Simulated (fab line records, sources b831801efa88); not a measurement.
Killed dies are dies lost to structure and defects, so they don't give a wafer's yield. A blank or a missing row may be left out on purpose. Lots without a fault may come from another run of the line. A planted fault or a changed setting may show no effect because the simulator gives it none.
Chamber matching | flow sky130 | SKY_VIA4_CMP_21 on cmp-01: 4 sister chambers
The step polishes, stops on SiO2, t overpolish 25 s, target thk 0 nm. 18 wafers are shown with their chamber, then 9 later ones without.

WAFERS WITH THEIR CHAMBER
wafer  | chamber | motor_current_A (A) | time_to_endpoint_s (s) | overpolish_run_s (s)
L960.1 | 3       | 12.3                | 126                    | 24.988
L960.5 | 1       | 12.3                | 122                    | 24.994
L960.6 | 0       | 11.8                | 124                    | 25.015
L972.1 | 2       | 11.4                | 130                    | 24.997
L972.3 | 0       | 11.6                | 120                    | 25.002
L972.4 | 1       | 12.5                | 121                    | 24.987
L974.1 | 3       | 11.9                | 121                    | 25.008
L974.4 | 2       | 11.9                | 128                    | 24.998
L974.5 | 1       | 12.7                | 123                    | 25.017
L976.1 | 0       | 11.5                | 118                    | 24.995
L976.2 | 3       | 12.6                | 118                    | 24.998
L976.3 | 2       | 12.2                | 118                    | 24.995
L977.1 | 1       | 12.1                | 120                    | 25.013
L977.5 | 0       | 11.8                | 124                    | 25.002
L977.6 | 3       | 11.7                | 123                    | 25.001
L978.1 | 1       | 12.2                | 116                    | 25.012
L978.3 | 0       | 12.5                | 115                    | 24.983
L978.4 | 3       | 11.7                | 116                    | 24.998

SIGNATURES (means of the wafers above)
reading            | chamber 0 | chamber 1 | chamber 2 | chamber 3 | scatter within a chamber
motor_current_A    | 11.840    | 12.360    | 11.833    | 12.040    | 0.359
time_to_endpoint_s | 120.20    | 120.40    | 125.33    | 120.80    | 4.1
overpolish_run_s   | 24.99940  | 25.00460  | 24.99667  | 24.99860  | 0.0102
Rule: a wafer's distance from a chamber is the root of the sum, over the readings, of the square of ((its reading less the chamber's mean) divided by the reading's scatter). The wafer belongs to the nearest chamber; if the next one is less than 2 further off, it can't be placed. The scatter: the root of (the sum of the squares of (reading less its chamber's mean) over the shown wafers, divided by (wafers less chambers)).

WAFERS WITHOUT THEIR CHAMBER
wafer  | motor_current_A (A) | time_to_endpoint_s (s) | overpolish_run_s (s)
L980.1 | 11.6                | 125                    | 24.995
L980.3 | 12.4                | 123                    | 25.002
L980.6 | 11.5                | 122                    | 24.993
L982.1 | 12.0                | 126                    | 25.002
L982.2 | 12.0                | 124                    | 24.993
L982.3 | 12.5                | 123                    | 24.984
L983.2 | 11.7                | 118                    | 25.003
L983.4 | 11.8                | 120                    | 24.992
L983.6 | 12.5                | 120                    | 25.000

WHICH CHAMBER EACH WENT THROUGH
wafer  | from the rows above               | in truth
L980.1 | can't be placed: 2 or 0 or 3 or 1 | 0
L980.3 | can't be placed: 1 or 3 or 0 or 2 | 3
L980.6 | can't be placed: 0 or 2 or 3 or 1 | 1
L982.1 | can't be placed: 2 or 3 or 0 or 1 | 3
L982.2 | can't be placed: 2 or 3 or 0 or 1 | 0
L982.3 | can't be placed: 3 or 1 or 2 or 0 | 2
L983.2 | can't be placed: 0 or 3 or 2 or 1 | 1
L983.4 | can't be placed: 0 or 3 or 2 or 1 | 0
L983.6 | can't be placed: 1 or 3 or 0 or 2 | 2
Placed correctly: 0 of 9. Can't be placed from these rows: 9 (the true chamber is among the candidates in 9). Placed wrongly: 0.
